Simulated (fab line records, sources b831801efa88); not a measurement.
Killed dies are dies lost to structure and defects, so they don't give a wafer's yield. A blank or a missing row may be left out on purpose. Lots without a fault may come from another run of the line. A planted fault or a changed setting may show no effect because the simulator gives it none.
Problem report in the 8D (eight disciplines) form, filled by code | flow sky130 | the parts of the form that need people (team, actions taken, sign-off) are left out

1. THE PROBLEM
cathode_dc_power_W at SKY_VIA1_SPUTTER_20 reads a mean of 3837.6 W on 6 wafers of 2 lots; wafers without a fault read 4000.0 W with a standard deviation of 0.62. That is -99 or more standard deviations from the usual mean.
The step: material TiN, target thk 20 nm, time 80 s.
First seen on wafer L668.1, day 37 13:25, on pvd_sputter-02. The record holds 18 wafers of 6 lots with a number at this step. Rule for "out", or "out of limits": more than 4 standard deviations from the usual mean. The other wafers with a number count as sound.

2. WHAT IT IS AND WHAT IT IS NOT
question                    | is                     | is not
which readings at this step | cathode_dc_power_W     | throttle_valve_pct
which lots                  | L668, L670             | L660, L671, L674, L678
which wafers of those lots  | all that have a number | -
read on which tools         | pvd_sputter-02         | pvd_sputter-03, pvd_sputter-04
when                        | from day 37 13:25      | up to then (3 sound wafers); but 9 sound wafers of L671, L674, L678 came after

3. SUSPECTS, AND WHAT RULES EACH OUT
Counting: a tool at a process step up to the reading stays a suspect if it ran every lot that is out and no sound lot after the first of them.
- pvd_sputter-02 at SKY_VIA1_SPUTTER_20 (material TiN, target thk 20 nm, time 80 s): kept. It ran every lot that is out, first L668 (day 37 13:25), and no sound lot after that; its last sound lot up to then is L660 (day 34 12:58). Its own readings are out on those wafers: cathode_dc_power_W.
Left after counting: pvd_sputter-02 at SKY_VIA1_SPUTTER_20.

4. THE CAUSE (what the simulator had put in)
Process parameter drift: pvd_sputter-02, from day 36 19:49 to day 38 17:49, at SKY_VIA1_SPUTTER_20. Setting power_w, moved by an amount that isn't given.
Counting left only this tool.

5. THE CHAIN OF EFFECTS, in route order
Each row: a reading whose mean over the struck wafers that have a number lies more than 3 standard deviations from the usual. Only readings for which the record gives a usual standard deviation are gone through. hours: the time from each lot's start at the first step in this table that gives one to its start at this step, as a median over the lots. sigmas: the change in usual standard deviations.
hours | step                | reading            | usual    | on struck wafers | change | sigmas
0     | SKY_VIA1_SPUTTER_20 | cathode_dc_power_W | 4000.0 W | 3837.6           | -162.4 | -99 or more
The process steps in it:
- SKY_VIA1_SPUTTER_20: material TiN, target thk 20 nm, time 80 s.

6. WHAT WOULD HAVE CAUGHT IT SOONER
In this record the first reading out of limits was taken at day 37 13:25, 18 hours after the fault began at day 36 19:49.
